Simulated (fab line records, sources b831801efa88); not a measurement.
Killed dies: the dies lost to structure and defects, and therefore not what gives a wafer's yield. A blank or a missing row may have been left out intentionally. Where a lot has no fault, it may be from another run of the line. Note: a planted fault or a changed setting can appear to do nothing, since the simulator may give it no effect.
fab line records	flow gf180mcu
[record] lots = 13	wafers = 39	last-day = 34
route steps=602 shown SALICIDE@280 CONTACT@312 M1@316
lots untouched by any fault: they come from a run of this same line in which no faults occurred
start-h: the number of hours between the record's first day and the start of the first shown wafer of the lot	wait-h: hours since the lot's step before	" unchanged from the row above	L1.1+2: a single row standing in for several wafers	- value missing, or start not given	* or withheld: withheld	< > ~ a bound
route shown NAME@n: names a module that has steps shown in the file, with the first one's number in the route	usual: average and standard deviation across the fault-free wafers	same: alike in all rows	chamber/n: place in a boat	sites: each site's reading	_std_site: the values' standard deviation	_edge_site: outer sites' mean less inner sites'	radius-mm: for every site, how far away it sits from the centre of the wafer	mask NAME#n: copy n	behind: the most recent tool/chamber to have shaped the wafer	hold: the reason the lot was held/the length of the hold in hours/how it ended	device: the transistor (n, p or np) that didn't switch	end of line: the same wafers' tests at the end of the route	a step without rows: its recipe alone	killed: dies lost to structure and defects at the first sort, not the wafer's yield	map: a wafer's dies, x killed, . not, _ none there
set.NAME: the run value of the setting; set.NAME@STEP: its run value at that earlier step	model.NAME: the simulator's own value behind a step, which no gauge read
the route's steps for a sample of lots (tables are steps, rows are wafers)
services: from which hour (start-h, from the record's first day; less than 0 if before it) a tool's chamber was out of use, for how many hours, and why
[[steps]]
[step GF_SALICIDE_SPUTTER_02]
[recipe] material = Co	target-thk-nm = 10	power-w = 1000	time-s = 20	chamber-pressure-pa = 0.4
[usual] throttle-valve-pct = 30.2/0.97
lot.wafer	tool	chamber	start-h	wait-h	throttle-valve-pct
L150.3	pvd-sputter-04	-	338.04	0.0	29.8
L150.4	"	-	"	"	30.7
L150.6	"	-	"	"	30.3
L151.4	pvd-sputter-03	-	350.89	0.0	29.0
L151.5	"	-	"	"	29.0
L151.6	"	-	"	"	28.1
L152.1	pvd-sputter-02	-	356.79	0.0	29.0
L152.2	"	-	"	"	30.4
L152.4	"	-	"	"	31.1
L153.3	pvd-sputter-03	-	367.98	0.0	28.8
L153.5	"	-	"	"	31.5
L153.6	"	-	"	"	30.7
L154.2	pvd-sputter-02	-	376.50	0.0	29.1
L154.4	"	-	"	"	30.1
L154.5	"	-	"	"	30.4
L157.1	pvd-sputter-04	-	406.48	0.0	30.7
L157.5	"	-	"	"	30.3
L157.6	"	-	"	"	29.7
L158.2	pvd-sputter-02	-	410.30	0.0	30.1
L158.3	"	-	"	"	29.1
L158.5	"	-	"	"	30.0
L159.1	pvd-sputter-04	-	419.13	0.0	31.5
L159.5	"	-	"	"	30.3
L159.6	"	-	"	"	30.8
L160.1	pvd-sputter-04	-	427.24	0.0	29.7
L160.2	"	-	"	"	30.6
L160.5	"	-	"	"	29.7
L161.3	pvd-sputter-04	-	439.44	0.0	30.2
L161.4	"	-	"	"	29.9
L161.5	"	-	"	"	30.2
L169.1	pvd-sputter-02	-	511.64	0.0	30.8
L169.3	"	-	"	"	29.4
L169.4	"	-	"	"	30.2
L170.1	pvd-sputter-04	-	511.94	0.0	29.8
L170.2	"	-	"	"	30.2
L170.5	"	-	"	"	29.8
L172.2	pvd-sputter-02	-	531.60	0.0	30.2
L172.3	"	-	"	"	30.3
L172.4	"	-	"	"	29.4
[step GF_SALICIDE_RS_MEAS_04]
[recipe] thk-meas-gauge = four-point-probe	reads = TiN_of_SALICIDE_SPUTTER_03+Co_of_SALICIDE_SPUTTER_02
[usual] SALICIDE_TIN_RS = 16.40/0.22
lot.wafer	tool	chamber	start-h	wait-h	hold	SALICIDE_TIN_RS[ohm/sq]
L150.3	film-metro-02	-	338.13	0.1	-	16.29
L150.4	"	-	"	"	-	16.48
L150.6	"	-	"	"	-	16.25
L151.4	film-metro-02	-	351.00	0.1	-	16.26
L151.5	"	-	"	"	-	16.55
L151.6	"	-	"	"	-	16.77
L152.1	film-metro-03	-	356.85	0.0	-	16.49
L152.2	"	-	"	"	-	16.02
L152.4	"	-	"	"	-	16.46
L153.3	film-metro-04	-	368.07	0.1	-	16.79
L153.5	"	-	"	"	-	16.62
L153.6	"	-	"	"	-	16.54
L154.2	film-metro-02	-	376.58	0.0	-	16.77
L154.4	"	-	"	"	-	16.57
L154.5	"	-	"	"	-	16.21
L157.1	film-metro-02	-	406.53	0.0	-	16.25
L157.5	"	-	"	"	-	16.56
L157.6	"	-	"	"	-	16.60
L158.2	film-metro-03	-	410.38	0.0	-	16.42
L158.3	"	-	"	"	-	16.18
L158.5	"	-	"	"	-	16.26
L159.1	film-metro-03	-	419.19	0.0	-	16.29
L159.5	"	-	"	"	-	16.09
L159.6	"	-	"	"	-	16.06
L160.1	film-metro-04	-	427.30	0.0	await-dispo/0.2h/release	21.83
L160.2	"	-	"	"	await-dispo/0.2h/release	16.14
L160.5	"	-	"	"	await-dispo/0.2h/release	21.90
L160.1	film-metro-04	-	427.59	0.3	-	21.80
L160.2	"	-	"	"	-	16.15
L160.5	"	-	"	"	-	21.89
L161.3	film-metro-02	-	439.54	0.1	await-dispo/0.2h/release	16.13
L161.4	"	-	"	"	await-dispo/0.2h/release	21.50
L161.5	"	-	"	"	await-dispo/0.2h/release	16.09
L161.3	film-metro-02	-	439.82	0.3	-	16.11
L161.4	"	-	"	"	-	21.53
L161.5	"	-	"	"	-	16.07
L169.1	film-metro-04	-	511.69	0.0	-	16.09
L169.3	"	-	"	"	-	16.23
L169.4	"	-	"	"	-	16.24
L170.1	film-metro-03	-	511.99	0.0	-	16.13
L170.2	"	-	"	"	-	16.52
L170.5	"	-	"	"	-	16.26
L172.2	film-metro-04	-	531.67	0.0	-	16.59
L172.3	"	-	"	"	-	16.59
L172.4	"	-	"	"	-	16.47
[step GF_CONTACT_RS_MEAS_25]
[recipe] thk-meas-gauge = four-point-probe	reads = W_of_CONTACT_CVD_24+TiN_of_CONTACT_SPUTTER_23+Ti_of_CONTACT_SPUTTER_22
[usual] CONTACT_W_RS = 0.379/0.0073
lot.wafer	tool	chamber	start-h	wait-h	CONTACT_W_RS[ohm/sq]
L150.3	film-metro-02	-	359.63	0.1	0.389
L150.4	"	-	"	"	0.377
L150.6	"	-	"	"	0.373
L151.4	film-metro-04	-	377.56	0.1	0.389
L151.5	"	-	"	"	0.374
L151.6	"	-	"	"	0.381
L152.1	film-metro-04	-	380.50	0.1	0.378
L152.2	"	-	"	"	0.382
L152.4	"	-	"	"	0.380
L153.3	film-metro-02	-	393.05	0.1	0.373
L153.5	"	-	"	"	0.374
L153.6	"	-	"	"	0.387
L154.2	film-metro-04	-	401.41	0.1	0.394
L154.4	"	-	"	"	0.376
L154.5	"	-	"	"	0.395
L157.1	film-metro-01	-	433.28	0.2	0.378
L157.5	"	-	"	"	0.368
L157.6	"	-	"	"	0.370
L158.2	film-metro-02	-	436.23	0.2	0.376
L158.3	"	-	"	"	0.376
L158.5	"	-	"	"	0.375
L159.1	film-metro-01	-	445.38	0.2	0.374
L159.5	"	-	"	"	0.376
L159.6	"	-	"	"	0.372
L160.1	film-metro-04	-	453.76	0.1	0.374
L160.2	"	-	"	"	0.389
L160.5	"	-	"	"	0.384
L161.3	film-metro-01	-	465.80	0.1	0.387
L161.4	"	-	"	"	0.375
L161.5	"	-	"	"	0.379
L169.1	film-metro-04	-	536.99	0.1	0.366
L169.3	"	-	"	"	0.368
L169.4	"	-	"	"	0.380
L170.1	film-metro-02	-	538.32	0.1	0.379
L170.2	"	-	"	"	0.372
L170.5	"	-	"	"	0.381
L172.2	film-metro-02	-	556.11	0.1	0.382
L172.3	"	-	"	"	0.382
L172.4	"	-	"	"	0.378
[step GF_M1_SPUTTER_01]
[recipe] material = TiN	target-thk-nm = 30	power-w = 6500	time-s = 25	chamber-pressure-pa = 0.4
[usual] throttle-valve-pct = 30.3/0.88
lot.wafer	tool	chamber	start-h	wait-h	throttle-valve-pct
L150.3	pvd-sputter-04	-	360.35	0.1	30.4
L150.4	"	-	"	"	31.3
L150.6	"	-	"	"	30.4
L151.4	pvd-sputter-02	-	378.08	0.1	30.1
L151.5	"	-	"	"	31.0
L151.6	"	-	"	"	29.1
L152.1	pvd-sputter-04	-	381.08	0.1	30.2
L152.2	"	-	"	"	30.5
L152.4	"	-	"	"	31.4
L153.3	pvd-sputter-04	-	393.59	0.1	30.5
L153.5	"	-	"	"	31.7
L153.6	"	-	"	"	30.5
L154.2	pvd-sputter-02	-	401.97	0.1	30.2
L154.4	"	-	"	"	31.4
L154.5	"	-	"	"	29.9
L157.1	pvd-sputter-01	-	433.87	0.1	29.2
L157.5	"	-	"	"	28.4
L157.6	"	-	"	"	31.8
L158.2	pvd-sputter-02	-	436.79	0.1	30.1
L158.3	"	-	"	"	29.1
L158.5	"	-	"	"	30.4
L159.1	pvd-sputter-02	-	445.96	0.1	30.2
L159.5	"	-	"	"	30.3
L159.6	"	-	"	"	29.2
L160.1	pvd-sputter-02	-	454.34	0.1	30.1
L160.2	"	-	"	"	31.2
L160.5	"	-	"	"	29.0
L161.3	pvd-sputter-04	-	466.34	0.1	30.5
L161.4	"	-	"	"	30.7
L161.5	"	-	"	"	30.4
L169.1	pvd-sputter-04	-	537.83	0.1	29.8
L169.3	"	-	"	"	30.4
L169.4	"	-	"	"	30.5
L170.1	pvd-sputter-01	-	539.25	0.1	29.7
L170.2	"	-	"	"	32.1
L170.5	"	-	"	"	28.6
L172.2	pvd-sputter-02	-	556.67	0.1	30.3
L172.3	"	-	"	"	30.2
L172.4	"	-	"	"	29.5
[step GF_M1_OVL_MEAS_15]
[usual] M1_OVL = -3/6.4
lot.wafer	tool	chamber	start-h	wait-h	M1_OVL[nm]
L150.3	overlay-01	-	382.79	0.1	0
L150.4	"	-	"	"	-8
L150.6	"	-	"	"	-3
L151.4	overlay-01	-	401.45	0.1	-2
L151.5	"	-	"	"	6
L151.6	"	-	"	"	4
L152.1	overlay-01	-	404.46	0.1	7
L152.2	"	-	"	"	5
L152.4	"	-	"	"	0
L153.3	overlay-02	-	417.40	0.1	-2
L153.5	"	-	"	"	2
L153.6	"	-	"	"	8
L154.2	overlay-01	-	425.69	0.1	-11
L154.4	"	-	"	"	-6
L154.5	"	-	"	"	-5
L157.1	overlay-02	-	458.38	0.1	-4
L157.5	"	-	"	"	-2
L157.6	"	-	"	"	-9
L158.2	overlay-01	-	460.59	0.1	-5
L158.3	"	-	"	"	0
L158.5	"	-	"	"	-1
L159.1	overlay-02	-	470.08	0.1	-8
L159.5	"	-	"	"	-9
L159.6	"	-	"	"	-9
L160.1	overlay-02	-	478.23	0.1	-5
L160.2	"	-	"	"	-6
L160.5	"	-	"	"	-1
L161.3	overlay-01	-	490.12	0.1	-4
L161.4	"	-	"	"	2
L161.5	"	-	"	"	-4
L169.1	overlay-01	-	560.39	0.1	-7
L169.3	"	-	"	"	-5
L169.4	"	-	"	"	5
L170.1	overlay-01	-	562.03	0.1	-3
L170.2	"	-	"	"	2
L170.5	"	-	"	"	-10
L172.2	overlay-01	-	578.48	0.1	-17
L172.3	"	-	"	"	-6
L172.4	"	-	"	"	-10
[[services]]
tool	chamber	start-h	hours	kind
pvd-sputter-01	-	346.82	5.3	repair
pvd-sputter-04	1	352.05	-	consumable-replace:kit
pvd-sputter-04	1	352.05	18.0	scheduled-down
pvd-sputter-04	1	352.05	18.0	vent-cycle
pvd-sputter-01	2	376.00	-	consumable-replace:kit
pvd-sputter-01	2	376.00	18.0	scheduled-down
pvd-sputter-01	2	376.00	18.0	vent-cycle
pvd-sputter-02	3	425.70	-	consumable-replace:kit
pvd-sputter-02	3	425.70	18.0	scheduled-down
pvd-sputter-02	3	425.70	18.0	vent-cycle
pvd-sputter-04	-	440.63	11.4	repair
pvd-sputter-04	-	473.87	0.5	repair
pvd-sputter-03	3	504.29	-	consumable-replace:kit
pvd-sputter-03	3	504.29	18.0	scheduled-down
pvd-sputter-03	3	504.29	18.0	vent-cycle
pvd-sputter-03	-	510.18	4.8	repair
pvd-sputter-03	-	510.98	2.2	repair
pvd-sputter-04	0	522.74	-	consumable-replace:kit
pvd-sputter-04	0	522.74	18.0	scheduled-down
pvd-sputter-04	0	522.74	18.0	vent-cycle
[[key]]
[first-sign] step = GF_SALICIDE_RS_MEAS_04	reading = visit	direction = added
[effect] step = GF_SALICIDE_RS_MEAS_04	reading = SALICIDE_TIN_RS	direction = up	sigmas = 25	usual = 16.40	struck = 21.74
met-at GF_SALICIDE_SPUTTER_02
struck-lots L160,L161
struck-wafers L160.1,L160.5,L161.4
tester-left-out L160,L161
not-acting-at GF_CONTACT_RS_MEAS_25,GF_M1_SPUTTER_01,GF_M1_OVL_MEAS_15
onset-between 406.48 427.24
[fault] kind = process-parameter-drift	tool = pvd-sputter-04	chamber = -	onset-h = 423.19	steps = GF_SALICIDE_SPUTTER_02	channel = time-s	offset = *	shape = step	end-h = 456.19	acts-in = *	stated = *	scope = struck-wafers-only
// tester-left-out: of these lots the tester's yield and bins aren't shown, on N5 and GAA mostly nor the transistor test; their killed dies are dies lost to structure and defects alone, not to doping, threshold or leakage, so they don't give the yield
